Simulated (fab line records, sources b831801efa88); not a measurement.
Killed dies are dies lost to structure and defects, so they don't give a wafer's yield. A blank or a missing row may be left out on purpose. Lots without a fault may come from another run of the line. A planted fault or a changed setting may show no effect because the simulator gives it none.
fab line records | flow sky130
record lots=6 wafers=18 last_day=50
route steps=708 shown DNWELL@41 PWDE@45 NWELL@56 PAD_OPEN@708
lots that met no fault: from a run of the same line without faults
start_h: hours from the record's first day to the start of the lot's first wafer shown | wait_h: hours since the lot's step before | " the same as in the row above | L1.1+2: a row that stands for several wafers | - no value, or no start given | * or withheld: withheld | < > ~ a bound
route shown NAME@n: a module of which the file shows steps, and the number in the route of the first | usual: mean/standard deviation of fault-free wafers | same: alike in all rows | chamber/n: place in a boat | sites: the reading at each site | _std_site: their standard deviation | _edge_site: outer sites' mean less inner sites' | radius_mm: how far each site lies from the wafer's centre | mask NAME#n: copy n | behind: the tool/chamber that last shaped the wafer | hold: why the lot was held/for how many hours/how that ended | device: the transistor (n, p or np) that didn't switch | end of line: the same wafers' tests at the end of the route | a step without rows: its recipe alone | killed: dies lost to structure and defects at the first sort, not the wafer's yield | map: a wafer's dies, x killed, . not, _ none there
set.NAME: the setting as run; set.NAME@STEP: as run at that earlier step | model.NAME: the simulator's own value behind a step, which no gauge read
lots at some steps of the route; a table a step, a row a wafer
services: from which hour (start_h, from the record's first day; less than 0 if before it) a tool's chamber was out of use, for how many hours, and why
## steps
# step SKY_DNWELL_DEVELOP_06
# recipe wall_angle_deg=90 developer=TMAH develop_time_s=60 dev_temp_c=23
# step SKY_DNWELL_IMPLANT_07
# recipe species=P energy_kev=withheld dose_cm2=withheld tilt_deg=withheld
# step SKY_DNWELL_STRIP_08
# recipe chemistry=O2/N2 power_w=1400 pressure_mtorr=1500 platen_temp_c=withheld o2_flow_sccm=3000 n2_flow_sccm=300 overash_fraction=0.5
# usual drypump_motor_current_A=5.21/0.27 oes_product_au=0.723/0.0048 strip_time_to_endpoint_s=36.90/0.086
# columns lot.wafer tool chamber start_h wait_h drypump_motor_current_A oes_product_au rf_hours_counter_h strip_time_to_endpoint_s
L779.2 plasma_asher-04 0 82.12 0.1 5.10 0.724 38 36.92
L779.3 " 1 " " 5.38 0.731 - 36.99
L779.4 " 0 " " 5.10 0.716 - 36.84
L780.3 plasma_asher-01 1 86.89 0.1 5.02 0.714 - 36.83
L780.4 " 0 " " 5.06 0.722 - 36.85
L780.6 " 1 " " 5.02 0.729 - 36.84
L785.3 plasma_asher-01 0 110.80 0.1 5.07 0.717 - 36.90
L785.4 " 1 " " 5.03 0.727 - 36.92
L785.6 " 1 " " 5.02 0.731 - 36.93
L786.1 plasma_asher-02 1 115.87 0.1 5.66 0.720 31 36.82
L786.2 " 0 " " 4.96 0.732 31 36.91
L786.3 " 1 " " 5.65 0.715 - 36.88
L793.3 plasma_asher-01 0 153.59 0.1 5.08 0.726 - 36.83
L793.4 " 1 " " 5.03 0.725 - 36.78
L793.5 " 1 " " 5.01 0.724 - 36.86
L795.3 plasma_asher-01 0 169.65 0.1 5.06 0.725 - 36.72
L795.4 " 1 " " 5.06 0.718 - 36.83
L795.6 " 1 " " 5.03 0.717 - 36.86
# step SKY_DNWELL_TW_MEAS_09
# usual DNWELL_TW=1114/6.2
# columns lot.wafer tool chamber start_h wait_h DNWELL_TW
L779.2 film_metro-02 - 82.23 0.1 1107
L779.3 " - " " 1106
L779.4 " - " " 1104
L780.3 film_metro-03 - 86.98 0.1 1114
L780.4 " - " " 1121
L780.6 " - " " 1114
L785.3 film_metro-01 - 110.89 0.1 1104
L785.4 " - " " 1116
L785.6 " - " " 1112
L786.1 film_metro-03 - 115.97 0.1 1126
L786.2 " - " " 1126
L786.3 " - " " 1123
L793.3 film_metro-03 - 153.68 0.1 1118
L793.4 " - " " 1119
L793.5 " - " " 1114
L795.3 film_metro-01 - 169.74 0.1 1115
L795.4 " - " " 1116
L795.6 " - " " 1108
# step SKY_PWDE_DEHYDRATE_00
# recipe temp_c=200 time_s=60
# step SKY_PWDE_HMDS_01
# recipe prime_time_s=60 prime_temp_c=120
# step SKY_PWDE_COAT_02
# recipe spin_rpm=2000 resist_thk_nm=3000
# step SKY_PWDE_SOFTBAKE_03
# recipe temp_c=110 time_s=withheld
# step SKY_PWDE_EXPOSE_04
# recipe mask_id=PWDEM na=0.6 source_shape=conventional sigma_outer=0.6 polarization=unpolarized target_cd_nm=840 dose_mj=214
# step SKY_PWDE_PEB_05
# recipe temp_c=115 time_s=withheld
# step SKY_PWDE_DEVELOP_06
# recipe wall_angle_deg=90 developer=TMAH develop_time_s=60 dev_temp_c=23
# step SKY_PWDE_OVL_MEAS_07
# usual PWDE_OVL=-1.5/1.5
# columns lot.wafer tool chamber start_h wait_h PWDE_OVL[nm]
L779.2 overlay-02 - 99.13 - -0.2
L779.3 " - " " -3.3
L779.4 " - " " 0.5
L780.3 overlay-02 - 104.43 - -1.9
L780.4 " - " " -0.6
L780.6 " - " " -2.1
L785.3 overlay-02 - 129.44 - 0.6
L785.4 " - " " 1.0
L785.6 " - " " 1.2
L786.1 overlay-02 - 135.21 - -1.0
L786.2 " - " " -0.5
L786.3 " - " " -1.2
L793.3 overlay-02 - 173.59 - 0.3
L793.4 " - " " -0.2
L793.5 " - " " 0.1
L795.3 overlay-01 - 189.24 - -3.3
L795.4 " - " " -2.4
L795.6 " - " " -3.4
# step SKY_PWDE_IMPLANT_08
# recipe species=B energy_kev=150 dose_cm2=3.6e+12 tilt_deg=withheld
# usual beam_on_s=9.97/0.2 end_station_pressure_torr=5.01e-06/2.8e-07 faraday_current_uA=20.4/0.4
# same implant_ion_amu=11
# columns lot.wafer tool chamber start_h wait_h beam_on_s end_station_pressure_torr faraday_current_uA
L779.2 implanter-03 0 99.19 0.0 9.68 5.65e-06 20.9
L779.3 " 0 " " 9.76 5.1e-06 20.7
L779.4 " 0 " " 10.06 5.16e-06 20.2
L780.3 implanter-03 0 104.50 0.1 10.06 4.68e-06 20.2
L780.4 " 0 " " 9.96 5.44e-06 20.4
L780.6 " 0 " " 9.74 5.21e-06 20.8
L785.3 implanter-03 0 129.51 0.1 11.36 7.693e-05 17.7
L785.4 " 0 " " 11.77 8.525e-05 17.1
L785.6 " 0 " " 11.68 8.164e-05 17.2
L786.1 implanter-03 0 135.25 0.0 12.06 8.54e-05 16.6
L786.2 " 0 " " 11.54 8.49e-05 17.3
L786.3 " 0 " " 11.42 8.575e-05 17.6
L793.3 implanter-04 0 173.66 0.1 9.78 5.57e-06 20.7
L793.4 " 0 " " 9.85 5.59e-06 20.6
L793.5 " 0 " " 10.17 5.11e-06 19.9
L795.3 implanter-04 0 189.31 0.1 9.98 4.93e-06 20.4
L795.4 " 0 " " 10.36 5.06e-06 19.6
L795.6 " 0 " " 10.36 5.21e-06 19.5
# step SKY_PWDE_STRIP_09
# recipe chemistry=O2/N2 power_w=1400 pressure_mtorr=1500 platen_temp_c=withheld o2_flow_sccm=3000 n2_flow_sccm=300 overash_fraction=0.5
# usual drypump_motor_current_A=5.4/0.41 oes_product_au=0.722/0.0043 strip_time_to_endpoint_s=36.93/0.088
# columns lot.wafer tool chamber start_h wait_h drypump_motor_current_A oes_product_au rf_hours_counter_h strip_time_to_endpoint_s
L779.2 plasma_asher-01 1 99.31 0.1 5.0 0.722 43 37.05
L779.3 " 0 " " 5.1 0.723 - 36.89
L779.4 " 1 " " 5.0 0.718 - 36.82
L780.3 plasma_asher-03 1 104.63 0.1 5.3 0.724 - 36.91
L780.4 " 0 " " 6.1 0.719 - 36.89
L780.6 " 1 " " 5.3 0.713 - 37.00
L785.3 plasma_asher-03 1 129.65 0.1 5.3 0.717 - 36.88
L785.4 " 0 " " 6.1 0.724 - 36.94
L785.6 " 0 " " 6.1 0.712 - 37.01
L786.1 plasma_asher-03 0 135.40 0.1 6.1 0.725 45 37.03
L786.2 " 1 " " 5.3 0.727 45 37.13
L786.3 " 1 " " 5.3 0.722 - 36.94
L793.3 plasma_asher-02 0 173.80 0.1 4.9 0.725 - 36.78
L793.4 " 1 " " 5.7 0.722 - 36.74
L793.5 " 0 " " 5.0 0.724 - 36.74
L795.3 plasma_asher-01 0 189.45 0.1 5.1 0.718 - 36.88
L795.4 " 1 " " 5.0 0.720 - 36.92
L795.6 " 1 " " 5.0 0.722 - 36.86
# step SKY_PWDE_TW_MEAS_10
# usual PWDE_TW=374.4/1.9
# columns lot.wafer tool chamber start_h wait_h PWDE_TW
L779.2 film_metro-01 - 99.42 0.1 372.5
L779.3 " - " " 372.6
L779.4 " - " " 373.6
L780.3 film_metro-02 - 104.72 0.1 372.3
L780.4 " - " " 373.1
L780.6 " - " " 371.5
L785.3 film_metro-03 - 129.73 0.1 396.0
L785.4 " - " " 392.3
L785.6 " - " " 395.7
L786.1 film_metro-02 - 135.50 0.1 391.3
L786.2 " - " " 388.5
L786.3 " - " " 390.9
L793.3 film_metro-01 - 173.88 0.1 374.8
L793.4 " - " " 374.1
L793.5 " - " " 374.6
L795.3 film_metro-02 - 189.53 0.1 373.9
L795.4 " - " " 375.1
L795.6 " - " " 374.0
# step SKY_NWELL_DEHYDRATE_03
# recipe temp_c=200 time_s=60
# step SKY_NWELL_HMDS_04
# recipe prime_time_s=60 prime_temp_c=120
# step SKY_NWELL_COAT_05
# recipe spin_rpm=2000 resist_thk_nm=3000
# step SKY_NWELL_SOFTBAKE_06
# recipe temp_c=110 time_s=withheld
# step SKY_NWELL_EXPOSE_07
# recipe mask_id=NWM na=0.6 source_shape=conventional sigma_outer=0.6 polarization=unpolarized target_cd_nm=840 dose_mj=255
# step SKY_NWELL_PEB_08
# recipe temp_c=115 time_s=withheld
# step SKY_NWELL_DEVELOP_09
# recipe wall_angle_deg=90 developer=TMAH develop_time_s=60 dev_temp_c=23
# step SKY_NWELL_OVL_MEAS_10
# usual NWELL_00_OVL=-0.6/1.5
# columns lot.wafer tool chamber start_h wait_h NWELL_00_OVL[nm]
L779.2 overlay-02 - 117.07 - 0.9
L779.3 " - " " -0.1
L779.4 " - " " -0.4
L780.3 overlay-01 - 122.34 - -2.1
L780.4 " - " " -1.3
L780.6 " - " " -0.6
L785.3 overlay-01 - 149.23 - -1.9
L785.4 " - " " -0.5
L785.6 " - " " -2.4
L786.1 overlay-01 - 154.76 - -1.8
L786.2 " - " " 0.0
L786.3 " - " " 0.5
L793.3 overlay-02 - 194.53 - -3.6
L793.4 " - " " -3.5
L793.5 " - " " -2.0
L795.3 overlay-01 - 210.58 - -0.6
L795.4 " - " " 0.5
L795.6 " - " " 0.2
# step SKY_NWELL_IMPLANT_11
# recipe species=P energy_kev=400 dose_cm2=1.9e+13 tilt_deg=withheld
# step SKY_NWELL_IMPLANT_12
# recipe species=P energy_kev=120 dose_cm2=1.3e+12 tilt_deg=withheld
# step SKY_NWELL_IMPLANT_13
# recipe species=P energy_kev=50 dose_cm2=7e+11 tilt_deg=withheld
# step SKY_NWELL_STRIP_14
# recipe chemistry=O2/N2 power_w=1400 pressure_mtorr=1500 platen_temp_c=withheld o2_flow_sccm=3000 n2_flow_sccm=300 overash_fraction=0.5
# usual drypump_motor_current_A=5.5/0.41 oes_product_au=0.722/0.0047 strip_time_to_endpoint_s=36.94/0.12
# columns lot.wafer tool chamber start_h wait_h drypump_motor_current_A oes_product_au rf_hours_counter_h strip_time_to_endpoint_s
L779.2 plasma_asher-02 0 117.55 0.1 4.9 0.720 31 36.77
L779.3 " 0 " " 4.9 0.724 - 36.92
L779.4 " 1 " " 5.7 0.718 - 36.94
L780.3 plasma_asher-03 0 122.85 0.1 6.1 0.725 - 37.07
L780.4 " 1 " " 5.3 0.715 - 37.12
L780.6 " 0 " " 6.1 0.718 - 37.06
L785.3 plasma_asher-03 0 149.74 0.1 6.1 0.722 - 36.93
L785.4 " 1 " " 5.3 0.723 - 37.03
L785.6 " 1 " " 5.3 0.722 - 36.87
L786.1 plasma_asher-02 1 155.25 0.1 5.7 0.725 35 37.16
L786.2 " 0 " " 4.9 0.719 35 37.09
L786.3 " 1 " " 5.7 0.719 - 37.00
L793.3 plasma_asher-03 1 195.04 0.1 5.3 0.720 - 36.86
L793.4 " 0 " " 6.1 0.720 - 36.81
L793.5 " 0 " " 6.1 0.720 - 36.78
L795.3 plasma_asher-02 0 211.09 0.1 4.9 0.718 - 36.89
L795.4 " 1 " " 5.7 0.722 - 36.77
L795.6 " 0 " " 4.9 0.724 - 36.92
# step SKY_NWELL_TW_MEAS_15
# usual NWELL_TW=1821/11
# columns lot.wafer tool chamber start_h wait_h NWELL_TW
L779.2 film_metro-03 - 117.66 0.1 1837
L779.3 " - " " 1837
L779.4 " - " " 1836
L780.3 film_metro-01 - 122.93 0.1 1804
L780.4 " - " " 1805
L780.6 " - " " 1799
L785.3 film_metro-01 - 149.82 0.1 1812
L785.4 " - " " 1808
L785.6 " - " " 1819
L786.1 film_metro-02 - 155.35 0.1 1818
L786.2 " - " " 1810
L786.3 " - " " 1818
L793.3 film_metro-01 - 195.12 0.1 1810
L793.4 " - " " 1821
L793.5 " - " " 1829
L795.3 film_metro-02 - 211.17 0.1 1830
L795.4 " - " " 1827
L795.6 " - " " 1822
# step SKY_NWELL_DEHYDRATE_16
# recipe temp_c=200 time_s=60
# step SKY_NWELL_HMDS_17
# recipe prime_time_s=60 prime_temp_c=120
# step SKY_NWELL_COAT_18
# recipe spin_rpm=2000 resist_thk_nm=3000
# step SKY_NWELL_SOFTBAKE_19
# recipe temp_c=110 time_s=withheld
# step SKY_NWELL_EXPOSE_20
# recipe mask_id=NWM_COMPLEMENT na=0.6 source_shape=conventional sigma_outer=0.6 polarization=unpolarized target_cd_nm=840 dose_mj=260
# step SKY_NWELL_PEB_21
# recipe temp_c=115 time_s=withheld
# step SKY_NWELL_DEVELOP_22
# recipe wall_angle_deg=90 developer=TMAH develop_time_s=60 dev_temp_c=23
# step SKY_NWELL_OVL_MEAS_23
# usual NWELL_01_OVL=-0.2/1.6
# columns lot.wafer tool chamber start_h wait_h NWELL_01_OVL[nm]
L779.2 overlay-01 - 136.13 - -3.5
L779.3 " - " " -2.9
L779.4 " - " " -3.1
L780.3 overlay-02 - 142.24 - 1.0
L780.4 " - " " 2.7
L780.6 " - " " 1.0
L785.3 overlay-02 - 170.08 - 0.3
L785.4 " - " " 0.4
L785.6 " - " " 1.0
L786.1 overlay-02 - 176.21 - -0.4
L786.2 " - " " 0.0
L786.3 " - " " 1.2
L793.3 overlay-01 - 215.78 - 1.7
L793.4 " - " " 2.2
L793.5 " - " " 1.9
L795.3 overlay-01 - 233.23 - -0.9
L795.4 " - " " -0.5
L795.6 " - " " 0.6
# step SKY_NWELL_IMPLANT_24
# recipe species=B energy_kev=140 dose_cm2=9.2e+12 tilt_deg=withheld
# step SKY_NWELL_STRIP_25
# recipe chemistry=O2/N2 power_w=1400 pressure_mtorr=1500 platen_temp_c=withheld o2_flow_sccm=3000 n2_flow_sccm=300 overash_fraction=0.5
# usual drypump_motor_current_A=5.5/0.38 oes_product_au=0.722/0.0051 strip_time_to_endpoint_s=36.91/0.11
# columns lot.wafer tool chamber start_h wait_h drypump_motor_current_A oes_product_au rf_hours_counter_h strip_time_to_endpoint_s
L779.2 plasma_asher-03 0 136.31 0.1 6.1 0.714 45 36.96
L779.3 " 1 " " 5.3 0.725 - 37.00
L779.4 " 0 " " 6.1 0.718 - 36.87
L780.3 plasma_asher-04 0 142.45 0.1 5.1 0.720 - 36.86
L780.4 " 1 " " 5.4 0.719 - 36.85
L780.6 " 0 " " 5.1 0.727 - 36.83
L785.3 plasma_asher-02 1 170.28 0.1 5.7 0.723 - 36.91
L785.4 " 0 " " 4.9 0.721 - 36.87
L785.6 " 0 " " 4.9 0.725 - 37.01
L786.1 plasma_asher-03 0 176.40 0.1 6.1 0.734 49 36.95
L786.2 " 1 " " 5.3 0.715 49 36.97
L786.3 " 0 " " 6.1 0.717 - 36.89
L793.3 plasma_asher-02 1 215.99 0.1 5.7 0.731 - 36.87
L793.4 " 0 " " 4.9 0.720 - 36.81
L793.5 " 1 " " 5.7 0.728 - 36.83
L795.3 plasma_asher-03 1 233.44 0.1 5.3 0.720 - 36.85
L795.4 " 0 " " 6.1 0.721 - 36.83
L795.6 " 0 " " 6.1 0.711 - 36.85
# step SKY_NWELL_TW_MEAS_26
# usual NWELL_2_TW=497/3.1
# columns lot.wafer tool chamber start_h wait_h NWELL_2_TW
L779.2 film_metro-03 - 136.42 0.1 504
L779.3 " - " " 500
L779.4 " - " " 503
L780.3 film_metro-01 - 142.53 0.1 492
L780.4 " - " " 491
L780.6 " - " " 493
L785.3 film_metro-02 - 170.37 0.1 494
L785.4 " - " " 501
L785.6 " - " " 499
L786.1 film_metro-03 - 176.50 0.1 499
L786.2 " - " " 500
L786.3 " - " " 502
L793.3 film_metro-03 - 216.07 0.1 503
L793.4 " - " " 499
L793.5 " - " " 501
L795.3 film_metro-01 - 233.52 0.1 495
L795.4 " - " " 496
L795.6 " - " " 493
# step SKY_NWELL_CLEAN_27
# recipe chemistry=SC1/SC2 mix=1:4:20 temp_c=70 time_s=150 dry=n2_spin
# step SKY_NWELL_RTA_28
# recipe temp_c=1050 time_s=30 idle_temp_c=650 ramp_up_c_per_s=150 ramp_down_c_per_s=90 ambient=N2
# usual lamp_power_pct=25.31/0.058 wafer_temp_C_max=1054.9/1.1
# columns lot.wafer tool chamber start_h wait_h lamp_power_pct wafer_temp_C_max
L779.2 rtp_anneal-02 0 136.55 0.0 25.31 1056.1
L779.3 " 0 " " 25.25 1053.6
L779.4 " 0 " " 25.30 1054.3
L780.3 rtp_anneal-01 0 142.66 0.0 25.27 1054.5
L780.4 " 0 " " 25.15 1055.2
L780.6 " 0 " " 25.28 1055.2
L785.3 rtp_anneal-01 0 170.49 0.0 25.31 1055.0
L785.4 " 0 " " 25.21 1054.6
L785.6 " 0 " " 25.27 1054.4
L786.1 rtp_anneal-02 0 176.61 0.0 25.41 1054.6
L786.2 " 0 " " 25.31 1055.9
L786.3 " 0 " " 25.32 1053.8
L793.3 rtp_anneal-01 0 216.20 0.0 25.32 1056.7
L793.4 " 0 " " 25.36 1054.4
L793.5 " 0 " " 25.31 1055.2
L795.3 rtp_anneal-01 0 233.65 0.0 25.23 1055.3
L795.4 " 0 " " 25.30 1054.2
L795.6 " 0 " " 25.37 1056.3
# step SKY_NWELL_RS_MEAS_29
# recipe thk_meas_gauge=four-point-probe
# usual NWELL_RS=624.8/1.5
# columns lot.wafer tool chamber start_h wait_h NWELL_RS[ohm/sq]
L779.2 film_metro-01 - 136.65 0.1 624.3
L779.3 " - " " 623.5
L779.4 " - " " 625.9
L780.3 film_metro-02 - 142.77 0.1 626.4
L780.4 " - " " 623.9
L780.6 " - " " 624.4
L785.3 film_metro-02 - 170.60 0.1 624.7
L785.4 " - " " 627.4
L785.6 " - " " 625.7
L786.1 film_metro-02 - 176.71 0.1 625.6
L786.2 " - " " 625.6
L786.3 " - " " 626.0
L793.3 film_metro-01 - 216.30 0.1 626.6
L793.4 " - " " 623.4
L793.5 " - " " 624.4
L795.3 film_metro-01 - 233.75 0.1 620.6
L795.4 " - " " 620.9
L795.6 " - " " 622.2
# step SKY_NWELL_RS_MEAS_31
# recipe thk_meas_gauge=four-point-probe
# usual PWDE_RS=5280/19
# columns lot.wafer tool chamber start_h wait_h PWDE_RS[ohm/sq]
L779.2 film_metro-01 - 136.89 0.1 5304
L779.3 " - " " 5313
L779.4 " - " " 5309
L780.3 film_metro-02 - 143.01 0.1 5272
L780.4 " - " " 5270
L780.6 " - " " 5288
L785.3 film_metro-02 - 170.84 0.1 4727
L785.4 " - " " 4725
L785.6 " - " " 4725
L786.1 film_metro-02 - 176.95 0.1 4713
L786.2 " - " " 4720
L786.3 " - " " 4724
L793.3 film_metro-01 - 216.54 0.1 5271
L793.4 " - " " 5259
L793.5 " - " " 5271
L795.3 film_metro-01 - 233.99 0.1 5271
L795.4 " - " " 5271
L795.6 " - " " 5280
# step SKY_PAD_OPEN_PROBE_99
# usual killed_at_M0_to_M3=44/7.3 killed_at_M4_up=3.0/1.9 killed_at_contacts=24/5 killed_at_front_end=16/4.5 killed_at_other=0.3/0.46 killed_dies=87/10 killed_open=47/8.3 killed_short=39/6.4
# same gross_dies=492 killed_at_back_side=0
# columns lot.wafer tool chamber start_h wait_h killed_at_M0_to_M3 killed_at_M4_up killed_at_contacts killed_at_front_end killed_at_other killed_dies killed_open killed_short model.etest.res_p_drift_20v.line_ohm_um model.etest.res_p_drift_20v.rs_ohm_sq model.etest.res_pwde_under_gate.rs_ohm_sq
L779.2 prober-02 - 1105.28 0.1 52 1 27 19 0 99 59 40 1.103e+04 9194 6211
L779.3 prober-02 - 1105.33 0.2 46 0 30 10 0 86 49 37 1.12e+04 9485 6137
L779.4 prober-02 - 1105.38 0.2 41 4 25 8 2 80 48 32 1.104e+04 9372 6206
L780.3 prober-02 - 1115.68 0.2 51 3 19 11 0 84 48 36 1.132e+04 9242 6128
L780.4 prober-02 - 1115.73 0.2 45 3 26 10 0 84 51 33 1.09e+04 9076 6098
L780.6 prober-02 - 1115.83 0.2 43 4 27 14 0 88 50 38 1.083e+04 9067 6185
L785.3 prober-02 - 1151.94 0.2 46 3 21 20 1 91 44 47 1.086e+04 8946 5405
L785.4 prober-02 - 1151.99 0.2 41 3 25 16 0 85 51 34 1.085e+04 9012 5364
L785.6 prober-02 - 1152.09 0.2 51 1 21 17 0 90 47 43 1.078e+04 8919 5392
L786.1 prober-01 - 1154.62 0.1 45 2 24 15 0 86 55 31 1.064e+04 8908 5430
L786.2 prober-01 - 1154.67 0.1 38 4 29 15 0 86 54 32 1.081e+04 9038 5428
L786.3 prober-01 - 1154.72 0.2 30 3 23 11 0 67 34 33 1.086e+04 9052 5461
L795.3 prober-02 - 1189.29 0.2 38 2 22 15 0 77 53 24 1.213e+04 1.005e+04 6215
L795.4 prober-02 - 1189.34 0.2 47 1 20 11 0 79 45 34 1.22e+04 1.021e+04 6181
L795.6 prober-02 - 1189.44 0.2 37 2 18 14 0 71 34 37 1.198e+04 1.014e+04 6245
# killed by level:class
L779.2 VIA1:geometric_particle:open=14 VIA3:geometric_particle:open=12 CONTACT:geometric_particle:open=9 LI_CONTACT:geometric_particle:open=9 FIELD_ISO:geometric_particle:short=6 POLY_GATE:geometric_particle:short=6 METAL1:geometric_particle:short=6 VIA2:geometric_particle:short=6
L779.3 VIA3:geometric_particle:open=11 CONTACT:geometric_particle:short=10 LI_CONTACT:geometric_particle:open=9 VIA1:geometric_particle:open=9 METAL2:geometric_particle:short=7 VIA2:geometric_particle:open=6 CONTACT:geometric_particle:open=6 METAL1:geometric_particle:short=4
L779.4 VIA1:geometric_particle:open=9 VIA2:geometric_particle:open=9 CONTACT:geometric_particle:open=9 LI_CONTACT:geometric_particle:open=8 VIA3:geometric_particle:open=6 CONTACT:geometric_particle:short=5 METAL1:geometric_particle:short=5 METAL2:geometric_particle:short=5
L780.3 VIA1:geometric_particle:open=14 VIA2:geometric_particle:open=9 METAL2:geometric_particle:short=7 CONTACT:geometric_particle:open=6 CONTACT:geometric_particle:short=5 VIA3:geometric_particle:open=5 METAL3:geometric_particle:short=4 LI_CONTACT:geometric_particle:open=4
L780.4 VIA1:geometric_particle:open=18 CONTACT:geometric_particle:open=10 VIA3:geometric_particle:open=6 LI_CONTACT:geometric_particle:open=5 CONTACT:geometric_particle:short=5 LI_CONTACT:geometric_particle:short=4 VIA1:geometric_particle:short=4 VIA2:geometric_particle:open=4
L780.6 VIA1:geometric_particle:open=12 CONTACT:geometric_particle:open=11 LI_CONTACT:geometric_particle:open=9 METAL2:geometric_particle:short=7 FIELD_ISO:geometric_particle:short=5 VIA1:geometric_particle:short=5 FIELD_ISO:geometric_particle:open=4 LOCAL_INTERCONNECT:geometric_particle:short=4
L785.3 VIA1:geometric_particle:open=11 FIELD_ISO:geometric_particle:short=7 LI_CONTACT:geometric_particle:open=7 METAL1:geometric_particle:short=7 VIA1:geometric_particle:short=7 CONTACT:geometric_particle:open=5 FIELD_ISO:geometric_particle:open=4 METAL2:geometric_particle:short=4
L785.4 CONTACT:geometric_particle:open=10 VIA1:geometric_particle:open=9 LI_CONTACT:geometric_particle:open=8 VIA1:geometric_particle:short=6 VIA3:geometric_particle:open=6 FIELD_ISO:geometric_particle:open=4 POLY_GATE:geometric_particle:short=4 POLY_GATE:geometric_particle:open=4
L785.6 VIA1:geometric_particle:open=10 VIA3:geometric_particle:open=7 CONTACT:geometric_particle:open=7 VIA2:geometric_particle:open=7 VIA2:geometric_particle:short=7 LOCAL_INTERCONNECT:geometric_particle:short=6 METAL1:geometric_particle:short=6 FIELD_ISO:geometric_particle:open=5
L786.1 CONTACT:geometric_particle:open=14 VIA3:geometric_particle:open=10 LI_CONTACT:geometric_particle:open=6 VIA3:geometric_particle:short=6 FIELD_ISO:geometric_particle:open=5 VIA2:geometric_particle:open=5 VIA2:geometric_particle:short=4 METAL1:geometric_particle:short=4
L786.2 CONTACT:geometric_particle:open=11 LI_CONTACT:geometric_particle:open=10 VIA1:geometric_particle:open=7 METAL2:geometric_particle:short=6 VIA1:geometric_particle:short=5 POLY_GATE:geometric_particle:open=4 METAL1:geometric_particle:short=4 VIA2:geometric_particle:open=4
L786.3 CONTACT:geometric_particle:open=7 METAL1:geometric_particle:short=7 CONTACT:geometric_particle:short=6 VIA1:geometric_particle:open=6 LI_CONTACT:geometric_particle:open=4 POLY_GATE:geometric_particle:open=3 POLY_GATE:geometric_particle:short=3 LI_CONTACT:geometric_particle:short=3
L795.3 CONTACT:geometric_particle:open=13 VIA1:geometric_particle:open=13 VIA3:geometric_particle:open=7 FIELD_ISO:geometric_particle:open=6 VIA2:geometric_particle:open=6 LI_CONTACT:geometric_particle:open=3 METAL1:geometric_particle:short=3 METAL2:geometric_particle:short=3
L795.4 VIA1:geometric_particle:open=9 VIA3:geometric_particle:open=8 CONTACT:geometric_particle:short=7 CONTACT:geometric_particle:open=7 VIA2:geometric_particle:open=7 METAL2:geometric_particle:short=7 VIA1:geometric_particle:short=4 POLY_GATE:geometric_particle:open=3
L795.6 METAL1:geometric_particle:short=8 CONTACT:geometric_particle:open=6 VIA2:geometric_particle:open=6 FIELD_ISO:geometric_particle:open=5 LI_CONTACT:geometric_particle:open=5 METAL2:geometric_particle:short=5 VIA2:geometric_particle:short=5 LOCAL_INTERCONNECT:geometric_particle:short=4
## services
# columns tool chamber start_h hours kind
plasma_asher-04 - 108.75 9.0 pm
plasma_asher-04 0 108.75 9.0 vent_cycle
plasma_asher-04 1 108.75 9.0 vent_cycle
plasma_asher-04 0 117.75 - clean
plasma_asher-04 1 117.75 - clean
plasma_asher-04 - 120.03 15.6 pm
plasma_asher-02 - 145.49 0.8 repair
plasma_asher-04 - 190.68 2.8 pm
rtp_anneal-01 - 191.78 4.5 pm
plasma_asher-02 - 203.49 2.8 pm
plasma_asher-04 - 219.36 8.6 pm
implanter-03 - 233.40 4.8 pm
## key
first_sign step=SKY_PWDE_IMPLANT_08 reading=end_station_pressure_torr direction=up sigmas=99+ usual=5.01e-06 struck=8.331e-05
effect step=SKY_PWDE_IMPLANT_08 reading=beam_on_s direction=up sigmas=8.2 usual=9.97 struck=11.64
effect step=SKY_PWDE_TW_MEAS_10 reading=PWDE_TW direction=up sigmas=9.6 usual=374.4 struck=392.4
effect step=SKY_NWELL_RS_MEAS_31 reading=PWDE_RS direction=down sigmas=29 usual=5280 struck=4722
model_effect step=SKY_PAD_OPEN_PROBE_99 value=etest.res_p_drift_20v.line_ohm_um without=1.231e+04 struck=1.08e+04
met_at SKY_PWDE_IMPLANT_08
struck_wafers L785.3,L785.4,L785.6,L786.1,L786.2,L786.3
tester_left_out L785,L786
onset_between 104.50 129.51
fault kind=process_parameter_drift tool=implanter-03 chamber=- onset_h=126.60 steps=SKY_PWDE_IMPLANT_08 channel=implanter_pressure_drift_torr offset=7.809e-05 shape=step end_h=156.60
fault kind=process_parameter_drift tool=implanter-03 chamber=- onset_h=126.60 steps=SKY_PWDE_IMPLANT_08 channel=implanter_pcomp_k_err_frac offset=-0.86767 shape=step end_h=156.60
# tester_left_out: of these lots the tester's yield and bins aren't shown, on N5 and GAA mostly nor the transistor test; their killed dies are dies lost to structure and defects alone, not to doping, threshold or leakage, so they don't give the yield
